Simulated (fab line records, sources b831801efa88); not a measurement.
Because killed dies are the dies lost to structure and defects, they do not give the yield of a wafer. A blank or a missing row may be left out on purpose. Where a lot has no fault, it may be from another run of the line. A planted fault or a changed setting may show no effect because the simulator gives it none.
A lot that was struck, set against a sound lot ; flow sfq_line ; 21 out of 325 route steps
Sound: the wafers L206.2, L206.3, L206.4. Struck: wafer L198.3 (left out: L198.1, L198.6 of the same lot, which were not struck); the cause appears at the end.
Each step with rows lists, per side, the tool, then ch with its chambers, then its first start. Under that, the readings that differ: sound wafers ; struck wafers ; difference of the means ; sigmas: that difference in standard deviations of wafers without a fault.
alike: a reading whose means differ by less than 2 such deviations, as well as words and numbers matching on both sides. not compared: withheld readings; readings where some wafer has no value; bounds like >300 that might hide an equal value; numbers whose values overlap and for which the record gives no deviation.
Wherever a step has rows on one side only, a row that says differs or no value, or a row with sigmas, the two part there. When numbers do not overlap yet have no deviation, they are printed without sigmas and do not part them. A reading that every wafer of one side lacks parts them only if that side has two wafers or more.

first, 1 step without rows for these wafers: SFQ_TRILAYER_I4_VIA_BARC_OPEN_VIA_ETCH_146 (etches BARC in O2, target depth 125 nm, time 41.7 s).
SFQ_TRILAYER_I4_VIA_ETCH_VIA_ETCH_106: etches SiO2 in CHF3, stops on Nb, target depth 260 nm.
  sound on rie_diel-02 ch 0,1,3, day 66 12:13; struck on rie_diel-04 ch 0, day 59 06:42
  alike: drypump_motor_current_A, oes_product_au
SFQ_TRILAYER_I4_VIA_STRIP_STRIP_107: strips in O2.
  sound on rie_metal-01 ch 0,1, day 66 12:20; struck on rie_metal-02 ch 1, day 59 06:49
reading;sound;struck;difference;sigmas
drypump_motor_current_A (A);5.3 5.3 6.0;6.3;+0.8;+2
  alike: oes_product_au, platen_temp_c
  not compared: rf_hours_counter_h
then, 2 steps without rows for these wafers: SFQ_TRILAYER_I4_VIA_STRIP_SOLV_CLEAN_108 (cleans in NMP, time 600 s); SFQ_TRILAYER_JJ_TRILAYER_DEP_PRE_CLEAN_113 (time 22.5 s).
SFQ_TRILAYER_JJ_TRILAYER_DEP_SPUTTER_109: material Nb, target thk 150 nm, time 100 s.
  sound: pvd_sputter-03 at day 66 13:08; struck: pvd_sputter-05 at day 59 07:37
  alike: throttle_valve_pct
SFQ_TRILAYER_JJ_TRILAYER_DEP_SPUTTER_110: material Al, target thk 8 nm, time 10 s.
  sound: pvd_sputter-03 at day 66 13:13; struck: pvd_sputter-05 at day 59 07:41
  alike: throttle_valve_pct
then, 1 step without rows for these wafers: SFQ_TRILAYER_JJ_TRILAYER_DEP_AL_OXIDATION_111 (oxidation time 600 s).
SFQ_TRILAYER_JJ_TRILAYER_DEP_SPUTTER_112: material Nb, target thk 170 nm, time 113.3 s.
  sound: pvd_sputter-03 at day 66 14:14; struck: pvd_sputter-05 at day 59 08:43
  alike: throttle_valve_pct
SFQ_JJ_RS_MEAS_929: the measuring method here is four-point-probe.
  sound: film_metro-02 at day 66 14:20; struck: film_metro-01 at day 59 08:47
  alike: JJ_NB_RS
then, 1 step without rows for these wafers: SFQ_TRILAYER_JJ_CE_LITHO_COAT_119 (resist thk 62 nm).
SFQ_TRILAYER_JJ_CE_LITHO_COAT_114: resist thk 600 nm.
  sound on litho_track-03 ch 0, day 66 14:50; struck on litho_track-03 ch 0, day 59 09:16
reading;sound;struck;difference;sigmas
model.KrF_of_TRILAYER_JJ_CE_LITHO_COAT_114.thk_nm (nm);598 598.2 598.5;583.9;-14.3;
  alike: spin_speed_rpm
then, 4 steps without rows for these wafers: SFQ_TRILAYER_JJ_CE_LITHO_SOFTBAKE_118; SFQ_TRILAYER_JJ_CE_LITHO_EXPOSE_115 (exposes mask J5, target cd 700 nm); SFQ_TRILAYER_JJ_CE_LITHO_PEB_117 (peb time 60 s); SFQ_TRILAYER_JJ_CE_LITHO_DEVELOP_116 (time 60 s).
-- the record jumps here: 5 days lie between the struck wafers' starts before and after --
SFQ_JJ_OVL_MEAS_931:
  sound: overlay-01 at day 69 14:09; struck: overlay-01 at day 64 02:11
  alike: J5_OVL
then, 2 steps without rows for these wafers: SFQ_TRILAYER_JJ_CE_METRO_MEASURE_117; SFQ_TRILAYER_JJ_CE_BARC_OPEN_RIE_150 (chemistry O2, target BARC, target depth 240 nm, time 80 s).
SFQ_TRILAYER_JJ_CE_ETCH_RIE_118: chemistry SF6, target Nb, stops on Al2O3, time 97.7 s, target depth 170 nm.
  sound on rie_metal-03 ch 0,1, day 69 15:29; struck on rie_metal-01 ch 0, day 64 03:31
reading;sound;struck;difference;sigmas
model.KrF_of_TRILAYER_JJ_CE_LITHO_COAT_114.thk_nm (nm);473.8 472.7 474.9;465.5;-8.3;
  alike: drypump_motor_current_A, oes_product_au
  not compared: rf_hours_counter_h
following that, these wafers have no rows for 1 step: SFQ_TRILAYER_JJ_ANODIZE_ANODIZE_119.

## WHERE THEY PART
At SFQ_TRILAYER_I4_VIA_STRIP_STRIP_107 and nowhere else, as far as this record goes. Later steps at which nothing parts them and some readings are alike: SFQ_TRILAYER_JJ_TRILAYER_DEP_SPUTTER_109, SFQ_TRILAYER_JJ_TRILAYER_DEP_SPUTTER_110, SFQ_TRILAYER_JJ_TRILAYER_DEP_SPUTTER_112, SFQ_JJ_RS_MEAS_929, SFQ_TRILAYER_JJ_CE_LITHO_COAT_114, SFQ_JJ_OVL_MEAS_931, SFQ_TRILAYER_JJ_CE_ETCH_RIE_118.

WHY: what had been put in by the simulator
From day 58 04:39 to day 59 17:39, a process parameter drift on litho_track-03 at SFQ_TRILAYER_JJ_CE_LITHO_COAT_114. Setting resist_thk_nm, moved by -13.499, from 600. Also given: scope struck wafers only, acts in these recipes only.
